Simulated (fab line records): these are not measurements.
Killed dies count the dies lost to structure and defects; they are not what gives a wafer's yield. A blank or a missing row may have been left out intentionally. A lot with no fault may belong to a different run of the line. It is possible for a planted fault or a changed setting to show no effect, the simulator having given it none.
Which tool was responsible? -- flow sky130 -- 11 lots with 33 wafers sampled at 5 steps, on a route of 708 steps

## WHAT THE GAUGES SHOWED, per wafer
The record holds no reading of a measuring or inspecting step that can be judged against a usual standard deviation.

## EACH LOT AND THE TOOL THAT RAN IT (in order: tool; ch and the chambers of the sampled wafers; start)
lot,SKY_VIA2_ETCH_14,SKY_METAL3_SPUTTER_02,SKY_METAL3_SPUTTER_04,SKY_CAPM_SPUTTER_02,SKY_PAD_OPEN_PROBE_99
L987,"rie-diel-01 ch 0,3, day 37 15:16","pvd-sputter-02, day 37 16:41","pvd-sputter-02, day 37 16:44","pvd-sputter-01, day 37 16:52",-
L988,"rie-diel-01 ch 0,2,3, day 37 15:55","pvd-sputter-04, day 37 17:25","pvd-sputter-04, day 37 17:28","pvd-sputter-02, day 37 17:36",-
L991,"rie-diel-02 ch 0,1, day 38 20:52","pvd-sputter-04, day 38 22:19","pvd-sputter-04, day 38 22:22","pvd-sputter-03, day 38 22:31",-
L992,"rie-diel-02 ch 0,2,3, day 39 04:37","pvd-sputter-03, day 39 06:11","pvd-sputter-03, day 39 06:14","pvd-sputter-01, day 39 06:23","prober-01, day 48 01:40"
L993,"rie-diel-01 ch 0,3, day 39 06:43","pvd-sputter-02, day 39 08:10","pvd-sputter-02, day 39 08:14","pvd-sputter-03, day 39 08:22","prober-02, day 48 04:13"
L997,"rie-diel-04 ch 1,2, day 40 09:54","pvd-sputter-04, day 40 11:19","pvd-sputter-04, day 40 11:23","pvd-sputter-01, day 40 11:31","prober-02, day 49 00:31"
L998,"rie-diel-01 ch 0,2,3, day 40 17:04","pvd-sputter-04, day 40 18:29","pvd-sputter-04, day 40 18:32","pvd-sputter-01, day 40 18:40","prober-01, day 49 07:13"
L100,"rie-diel-01 ch 0,1,2, day 41 04:37","pvd-sputter-02, day 41 06:02","pvd-sputter-02, day 41 06:05","pvd-sputter-01, day 41 06:13",-
L102,"rie-diel-01 ch 0,1, day 41 20:55","pvd-sputter-03, day 41 22:20","pvd-sputter-03, day 41 22:23","pvd-sputter-01, day 41 22:32","prober-01, day 50 02:01"
L103,"rie-diel-04 ch 0,2,3, day 42 04:58","pvd-sputter-04, day 42 06:23","pvd-sputter-04, day 42 06:26","pvd-sputter-01, day 42 06:35","prober-02, day 50 07:22"
L106,"rie-diel-02 ch 1,2,3, day 42 19:18","pvd-sputter-04, day 42 20:44","pvd-sputter-04, day 42 20:47","pvd-sputter-02, day 42 20:55",-
- SKY_VIA2_ETCH_14: etches BARC in N2/H2, stops on SiO2, time 45.9 s, target depth 60 nm.
- SKY_METAL3_SPUTTER_02: material AlCu, target thk 735 nm, time 39.1 s.
- SKY_METAL3_SPUTTER_04: material TiN, target thk 70 nm, time 58.3 s.
- SKY_CAPM_SPUTTER_02: material TiN, target thk 200 nm, time 166.7 s.
- SKY_PAD_OPEN_PROBE_99

## AS READ BY THE TOOLS THEMSELVES (means over the sampled wafers that have a number; for cases with no such wafer, the mark the record gives instead)
SKY_VIA2_ETCH_14.
lot,tool,drypump-motor-current-A (A),oes-product-au (a.u.),throttle-valve-pct (%)
L987,rie-diel-01,5.3,0.857,13.229
L988,rie-diel-01,5.2,0.854,13.225
L991,rie-diel-02,5.7,0.849,13.229
L992,rie-diel-02,5.8,0.855,13.224
L993,rie-diel-01,5.3,0.855,13.218
L997,rie-diel-04,5.2,0.861,13.225
L998,rie-diel-01,5.2,0.851,13.223
L100,rie-diel-01,5.5,0.854,13.237
L102,rie-diel-01,5.8,0.850,13.218
L103,rie-diel-04,5.6,0.852,13.212
L106,rie-diel-02,5.9,0.853,13.227

SKY_METAL3_SPUTTER_02.
lot,tool,cathode-dc-power-W (W),chamber-pressure-pa (Pa),throttle-valve-pct (%)
L987,pvd-sputter-02,10599,0.4005,29.8
L988,pvd-sputter-04,10598,0.4008,30.1
L991,pvd-sputter-04,10601,0.4003,30.1
L992,pvd-sputter-03,10599,0.4005,29.1
L993,pvd-sputter-02,10600,0.4002,29.8
L997,pvd-sputter-04,-,-,-
L998,pvd-sputter-04,-,-,-
L100,pvd-sputter-02,10600,0.3994,29.9
L102,pvd-sputter-03,10600,0.3998,29.3
L103,pvd-sputter-04,10600,0.4000,29.5
L106,pvd-sputter-04,10601,0.3996,29.9

SKY_METAL3_SPUTTER_04.
lot,tool,cathode-dc-power-W (W),chamber-pressure-pa (Pa),throttle-valve-pct (%)
L987,pvd-sputter-02,6499.4,0.4000,30.0
L988,pvd-sputter-04,6500.1,0.4004,30.1
L991,pvd-sputter-04,6500.1,0.3996,30.1
L992,pvd-sputter-03,6499.6,0.3990,28.9
L993,pvd-sputter-02,6498.5,0.4000,29.9
L997,pvd-sputter-04,6500.3,0.3995,29.7
L998,pvd-sputter-04,6498.9,0.3996,29.9
L100,pvd-sputter-02,6500.5,0.4005,29.8
L102,pvd-sputter-03,6499.3,0.4004,29.4
L103,pvd-sputter-04,6499.8,0.3999,29.6
L106,pvd-sputter-04,6501.2,0.3993,29.8

SKY_CAPM_SPUTTER_02.
lot,tool,cathode-dc-power-W (W),chamber-pressure-pa (Pa),substrate-temp-c (C),susceptor-temp-C (C),throttle-valve-pct (%)
L987,pvd-sputter-01,6499.5,0.4002,299.80,299.91,29.3
L988,pvd-sputter-02,6499.3,0.4002,299.87,299.84,29.9
L991,pvd-sputter-03,6500.4,0.3992,300.18,299.98,29.5
L992,pvd-sputter-01,6499.9,0.3998,300.11,300.09,30.6
L993,pvd-sputter-03,6501.5,0.4005,300.19,299.88,29.2
L997,pvd-sputter-01,6499.2,0.4000,299.96,300.03,29.0
L998,pvd-sputter-01,6500.3,0.4005,299.82,299.92,30.1
L100,pvd-sputter-01,6500.7,0.4005,299.96,299.94,29.2
L102,pvd-sputter-01,6500.6,0.3995,300.10,300.16,29.2
L103,pvd-sputter-01,6498.7,0.3998,299.81,299.79,30.2
L106,pvd-sputter-02,6499.8,0.4002,299.99,299.70,30.0

SKY_PAD_OPEN_PROBE_99.
lot,tool,defect-limited-yield (%),killed_at_M0_to_M3,killed_at_M4_up,killed-at-contacts,killed-at-front-end,killed-at-other,killed-dies,killed-on-rim,killed-open,killed-short,sort_bin_3_pad_short (%),sort_bin_5_function (%),sort_bin_6_memory (%),sort-n-pass,sort-yield-pct (%)
L992,prober-01,84.1,41,1.7,24,12,0.0,78,13,45,33,0.6,9.1,6.2,414,84.1
L993,prober-02,84.3,38,2.7,23,14,0.7,77,13,44,34,0.3,9.6,5.8,415,84.3
L997,prober-02,0.0,459,3.0,20,10,0.3,492,96,43,34,0.8,93.6,5.6,0,0.0
L998,prober-01,0.0,457,1.3,23,10,0.3,492,96,44,42,1.0,92.4,6.6,0,0.0
L102,prober-01,83.0,47,4.0,21,11,0.3,84,15,44,40,0.7,10.0,6.3,408,83.0
L103,prober-02,82.0,41,4.3,27,16,0.3,89,15,49,40,0.7,11.0,6.4,403,82.0

## THE ANSWER, worked out from the rows above alone
Rule: the lots themselves supply what counts as usual. Put in order of their means at a reading, lots are off if they are a third of the lots or fewer, leave a main group of 4 or more, and stand apart from it by a gap of 3 or more times the standard deviation of the main group's means; of several such gaps the widest counts. Not used: any main group whose means are identical at the precision the tables above print for the reading. Also off: a lot with no number at a reading for which 4 or more lots have one. Any other lot the step has rows for is counted as sound. First the gauges in route order, then the tools' own readings, where a lot's mean is used as printed above. At the first step where some lot is off, the reading lying furthest off is the one used; lots without a number count as furthest.
Off, at SKY_METAL3_SPUTTER_02 on cathode-dc-power-W: L997, L998. Without a number there: L997, L998. Mean 10600 W and standard deviation 0.92 in the main group.
If a tool, at that step or one of the process steps before it, ran each lot that is off and ran no sound lot following the first of them, it fits. None of those tried fits.

## WHAT THE SIMULATOR PUT IN
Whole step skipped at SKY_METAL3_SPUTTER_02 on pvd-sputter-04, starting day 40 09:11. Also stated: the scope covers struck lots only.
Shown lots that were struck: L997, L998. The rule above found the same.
